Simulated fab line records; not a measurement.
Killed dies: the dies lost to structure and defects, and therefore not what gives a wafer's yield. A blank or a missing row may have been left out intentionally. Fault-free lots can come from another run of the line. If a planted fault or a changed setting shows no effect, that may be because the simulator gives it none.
Which tool is to blame? ; flow sky130 ; 24 lots with 72 wafers sampled at 4 steps, on a route of 708 steps

== WHAT EACH GAUGE READ, for each wafer ==
SKY_VIA3_THK_MEAS_23: measures by xrf.
lot;measured;on;VIA3_W_THK (nm)
L074;day 39 15:40;film_metro-01;398 393 401
L075;day 39 20:34;film_metro-02;397 397 399
L076;day 40 01:56;film_metro-02;397 389 396
L077;day 40 10:56;film_metro-04;385 394 390
L078;day 40 23:31;film_metro-02;399 400 403
L079;day 41 03:26;film_metro-02;405 406 405
L080;day 41 16:59;film_metro-01;408 405 408
L081;day 41 18:31;film_metro-01;398 398 404
L082;day 42 00:20;film_metro-02;390 395 394
L083;day 42 13:23;film_metro-02;391 400 398
L084;day 42 19:41;film_metro-04;393 398 396
L085;day 42 22:30;film_metro-01;404 407 406
L086;day 43 08:32;film_metro-02;393 392 396
L087;day 43 14:28;film_metro-04;396 395 398
L088;day 43 19:18;film_metro-01;416 417 414
L089;day 44 05:08;film_metro-02;396 401 404
L090;day 44 10:59;film_metro-04;388 386 390
L092;day 44 21:03;film_metro-02;394 395 395
L091;day 44 23:34;film_metro-01;402 397 396
L093;day 45 03:44;film_metro-02;399 402 397
L094;day 45 07:56;film_metro-04;397 394 393
L095;day 45 15:46;film_metro-02;390 393 395
L096;day 45 19:32;film_metro-01;404 408 408
L097;day 46 00:56;film_metro-02;387 392 389

== EACH LOT AND THE TOOL THAT RAN IT (in order: tool; ch and the chambers of the sampled wafers; start) ==
lot;SKY_METAL2_SPUTTER_01;SKY_VIA2_ETCH_14;SKY_VIA3_ETCH_15
L074;pvd_sputter-02, day 33 23:50;rie_diel-03 ch 0,1,3, day 36 07:14;rie_diel-02 ch 0,1,3, day 39 14:41
L075;pvd_sputter-04, day 34 07:24;rie_diel-04 ch 0,1,3, day 36 13:15;rie_diel-04 ch 0,1,3, day 39 19:35
L076;pvd_sputter-04, day 34 11:19;rie_diel-04 ch 1,3, day 36 16:35;rie_diel-04 ch 2,3, day 40 00:32
L077;pvd_sputter-01, day 34 20:47;rie_diel-03 ch 0,1,2, day 37 02:36;rie_diel-02 ch 2,3, day 40 09:59
L078;pvd_sputter-04, day 35 11:08;rie_diel-01 ch 0,1,3, day 37 16:47;rie_diel-04 ch 0,2,3, day 40 22:26
L079;pvd_sputter-02, day 35 14:08;rie_diel-01 ch 0,2,3, day 37 19:54;rie_diel-02 ch 0,1,2, day 41 02:07
L080;pvd_sputter-04, day 36 05:03;rie_diel-03 ch 0,2, day 38 11:03;rie_diel-03 ch 1,3, day 41 15:59
L081;pvd_sputter-04, day 36 08:13;rie_diel-01 ch 0,1,2, day 38 12:33;rie_diel-02 ch 0,1,3, day 41 17:31
L082;pvd_sputter-04, day 36 12:59;rie_diel-01 ch 1,3, day 38 18:26;rie_diel-04 ch 0,1,2, day 41 23:19
L083;pvd_sputter-04, day 37 03:48;rie_diel-04 ch 0,1,2, day 39 08:33;rie_diel-02 ch 0,1, day 42 12:26
L084;pvd_sputter-04, day 37 12:35;rie_diel-04 ch 0,2,3, day 39 15:00;rie_diel-02 ch 0,1,2, day 42 18:43
L085;pvd_sputter-01, day 37 14:59;rie_diel-03 ch 0,2,3, day 39 18:24;rie_diel-04 ch 1,2,3, day 42 21:32
L086;pvd_sputter-04, day 38 00:31;rie_diel-04 ch 2,3, day 40 05:14;rie_diel-03 ch 2,3, day 43 07:35
L087;pvd_sputter-04, day 38 07:59;rie_diel-01 ch 2,3, day 40 10:42;rie_diel-03 ch 0,2,3, day 43 13:29
L088;pvd_sputter-04, day 38 11:26;rie_diel-03 ch 0,2, day 40 14:24;rie_diel-03 ch 0,1,3, day 43 18:20
L089;pvd_sputter-01, day 38 22:48;rie_diel-04 ch 1,2, day 41 00:45;rie_diel-04 ch 1,2, day 44 04:08
L090;pvd_sputter-02, day 39 07:32;rie_diel-03 ch 1,2,3, day 41 08:53;rie_diel-03 ch 0,1,3, day 44 09:59
L092;pvd_sputter-02, day 39 17:58;rie_diel-01 ch 1,3, day 41 19:24;rie_diel-04 ch 1,2,3, day 44 20:04
L091;pvd_sputter-02, day 39 21:25;rie_diel-03 ch 0,2,3, day 41 23:09;rie_diel-04 ch 0,1,2, day 44 22:32
L093;pvd_sputter-01, day 40 01:32;rie_diel-04 ch 1,2,3, day 42 03:29;rie_diel-04 ch 0,1,2, day 45 02:46
L094;pvd_sputter-01, day 40 06:18;rie_diel-04 ch 0,1,2, day 42 06:59;rie_diel-02 ch 0,1,3, day 45 06:58
L095;pvd_sputter-02, day 40 13:11;rie_diel-04 ch 2,3, day 42 14:34;rie_diel-04 ch 0,2,3, day 45 14:47
L096;pvd_sputter-02, day 40 18:37;rie_diel-03 ch 0,2,3, day 42 19:50;rie_diel-04 ch 1,3, day 45 18:20
L097;pvd_sputter-02, day 41 00:43;rie_diel-03 ch 0,1, day 43 02:15;rie_diel-04 ch 0,1,2, day 45 23:58
- SKY_METAL2_SPUTTER_01: material TiN, target thk 20 nm, time 16.7 s.
- SKY_VIA2_ETCH_14: etches BARC in N2/H2, stops on SiO2, time 45.9 s, target depth 60 nm.
- SKY_VIA3_ETCH_15: etches SiO2 in C4F8/O2/Ar, stops on TiN, target depth 507 nm, time 78 s.

== AS READ BY THE TOOLS THEMSELVES (means over the sampled wafers that have a number; for cases with no such wafer, the mark the record gives instead) ==
SKY_METAL2_SPUTTER_01.
lot;tool;throttle_valve_pct (%)
L074;pvd_sputter-02;29.4
L075;pvd_sputter-04;30.1
L076;pvd_sputter-04;30.7
L077;pvd_sputter-01;30.5
L078;pvd_sputter-04;30.4
L079;pvd_sputter-02;29.5
L080;pvd_sputter-04;30.6
L081;pvd_sputter-04;30.3
L082;pvd_sputter-04;30.3
L083;pvd_sputter-04;30.1
L084;pvd_sputter-04;30.4
L085;pvd_sputter-01;30.5
L086;pvd_sputter-04;30.5
L087;pvd_sputter-04;30.2
L088;pvd_sputter-04;30.0
L089;pvd_sputter-01;30.7
L090;pvd_sputter-02;29.7
L092;pvd_sputter-02;29.5
L091;pvd_sputter-02;29.5
L093;pvd_sputter-01;30.6
L094;pvd_sputter-01;30.3
L095;pvd_sputter-02;29.6
L096;pvd_sputter-02;30.0
L097;pvd_sputter-02;29.3

SKY_VIA2_ETCH_14.
lot;tool;drypump_motor_current_A (A);oes_product_au (a.u.);throttle_valve_pct (%)
L074;rie_diel-03;6.0;0.858;13.221
L075;rie_diel-04;5.9;0.853;13.228
L076;rie_diel-04;5.7;0.854;13.220
L077;rie_diel-03;5.9;0.855;13.234
L078;rie_diel-01;6.0;0.853;13.232
L079;rie_diel-01;5.8;0.856;13.223
L080;rie_diel-03;5.7;0.854;13.229
L081;rie_diel-01;6.2;0.854;13.227
L082;rie_diel-01;6.4;0.858;13.229
L083;rie_diel-04;6.3;0.855;13.237
L084;rie_diel-04;5.8;0.853;13.228
L085;rie_diel-03;5.8;0.852;13.223
L086;rie_diel-04;5.6;0.853;13.226
L087;rie_diel-01;5.9;0.855;13.232
L088;rie_diel-03;5.7;0.855;13.224
L089;rie_diel-04;6.4;0.856;13.223
L090;rie_diel-03;5.9;0.853;13.226
L092;rie_diel-01;6.4;0.855;13.226
L091;rie_diel-03;5.8;0.853;13.235
L093;rie_diel-04;6.0;0.852;13.230
L094;rie_diel-04;6.2;0.851;13.227
L095;rie_diel-04;5.6;0.854;13.219
L096;rie_diel-03;5.8;0.857;13.215
L097;rie_diel-03;6.1;0.854;13.228

SKY_VIA3_ETCH_15.
lot;tool;oes_product_au (a.u.)
L074;rie_diel-02;0.947
L075;rie_diel-04;0.945
L076;rie_diel-04;0.946
L077;rie_diel-02;0.946
L078;rie_diel-04;0.946
L079;rie_diel-02;0.945
L080;rie_diel-03;0.950
L081;rie_diel-02;0.947
L082;rie_diel-04;0.944
L083;rie_diel-02;0.947
L084;rie_diel-02;0.946
L085;rie_diel-04;0.951
L086;rie_diel-03;0.946
L087;rie_diel-03;0.941
L088;rie_diel-03;0.943
L089;rie_diel-04;0.945
L090;rie_diel-03;0.946
L092;rie_diel-04;0.949
L091;rie_diel-04;0.944
L093;rie_diel-04;0.947
L094;rie_diel-02;0.945
L095;rie_diel-04;0.941
L096;rie_diel-04;0.945
L097;rie_diel-04;0.943

== THE ANSWER, worked out from the rows above alone ==
Rule: the lots themselves supply what counts as usual. Put in order of their means at a reading, lots are off if they are a third of the lots or fewer, leave a main group of 4 or more, and stand apart from it by a gap of 3 or more times the standard deviation of the main group's means; of several such gaps the widest counts. A main group whose means are all the same, to the digits that the tables above print for the reading, isn't used. A lot without any number at a reading at which 4 lots or more have one is off too. All remaining lots with rows at the step are treated as sound. Order of review: gauges by route order, followed by the tools' own readings, for which a lot's mean as printed above is used. At the first step where some lot is off, the reading lying furthest off is the one used; lots without a number count as furthest.
Nothing can be told from this: no lot is off at any reading shown.

== WHAT THE SIMULATOR HAD INSERTED ==
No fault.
